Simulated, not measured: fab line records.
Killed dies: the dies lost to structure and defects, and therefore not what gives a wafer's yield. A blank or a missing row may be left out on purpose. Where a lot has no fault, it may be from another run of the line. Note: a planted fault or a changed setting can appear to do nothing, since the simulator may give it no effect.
Which tool is to blame? + flow gf180mcu + 36 wafers from 12 lots sampled at 3 of the route's 602 steps

== WHAT THE GAUGES READ, wafer by wafer ==
GF_DNWELL_TW_MEAS_09.
| lot  | measured    | on            | DNWELL_TW      |
|------|-------------|---------------|----------------|
| L075 | day 2 23:55 | film metro-04 | 1332 1339 1339 |
| L077 | day 3 12:56 | film metro-04 | 1330 1332 1334 |
| L079 | day 3 22:13 | film metro-04 | 1336 1346 1344 |
| L081 | day 4 06:38 | film metro-01 | 1324 1326 1329 |
| L083 | day 4 17:18 | film metro-01 | 1320 1320 1326 |
| L085 | day 5 05:10 | film metro-03 | 1323 1333 1324 |
| L087 | day 5 15:55 | film metro-03 | 1336 1331 1331 |
| L089 | day 6 01:43 | film metro-01 | 1343 1338 1347 |
| L091 | day 6 13:44 | film metro-04 | 1326 1335 1335 |
| L093 | day 6 22:36 | film metro-03 | 1318 1322 1322 |
| L095 | day 7 11:21 | film metro-03 | 1336 1333 1326 |
| L097 | day 7 20:25 | film metro-04 | 1336 1334 1334 |

== TOOL THAT RAN EACH LOT (tool first, then ch and the chambers of the sampled wafers, then the start) ==
| lot  | GF_STI_ETCH_14                  | GF_DNWELL_STRIP_08                  |
|------|---------------------------------|-------------------------------------|
| L075 | rie si-01 ch 1,2,3, day 2 06:34 | plasma asher-04 ch 0,1, day 2 23:50 |
| L077 | rie si-01 ch 0,1,3, day 2 18:29 | plasma asher-03 ch 0,1, day 3 12:50 |
| L079 | rie si-01 ch 0,1, day 3 03:35   | plasma asher-04 ch 0,1, day 3 22:06 |
| L081 | rie si-02 ch 2,3, day 3 13:32   | plasma asher-02 ch 0,1, day 4 06:32 |
| L083 | rie si-01 ch 0,2,3, day 3 23:00 | plasma asher-03 ch 0,1, day 4 17:12 |
| L085 | rie si-01 ch 0,2,3, day 4 10:56 | plasma asher-04 ch 0,1, day 5 05:05 |
| L087 | rie si-02 ch 1,2,3, day 4 21:07 | plasma asher-02 ch 0,1, day 5 15:50 |
| L089 | rie si-01 ch 1,2,3, day 5 06:25 | plasma asher-03 ch 0,1, day 6 01:38 |
| L091 | rie si-01 ch 0,2,3, day 5 17:16 | plasma asher-03 ch 0,1, day 6 13:38 |
| L093 | rie si-02 ch 0,1,2, day 6 03:17 | plasma asher-02 ch 0,1, day 6 22:30 |
| L095 | rie si-02 ch 2,3, day 6 14:38   | plasma asher-04 ch 0,1, day 7 11:14 |
| L097 | rie si-01 ch 0,1,2, day 7 00:22 | plasma asher-02 ch 0,1, day 7 20:18 |
- GF_STI_ETCH_14: etches Si in HBr/Cl2/O2, target depth 360 nm, time 102.9 s.
- GF_DNWELL_STRIP_08: strips in O2/N2.

== THE ANSWER, worked out from the rows above alone ==
Rule: the lots themselves supply what counts as usual. The widest of any qualifying gaps counts: lots, ordered by their means at a reading, are off when they make up no more than a third of the lots, leave a main group of 4 or more, and stand apart from it by 3 or more times the standard deviation of that group's means. A main group whose means are all the same, to the digits that the tables above print for the reading, isn't used. A lot without any number at a reading at which 4 lots or more have one is off too. Any other lot the step has rows for is counted as sound.
Across all readings shown, no lot is off: no conclusion can be drawn from this.

== WHAT THE SIMULATOR HAD INSERTED ==
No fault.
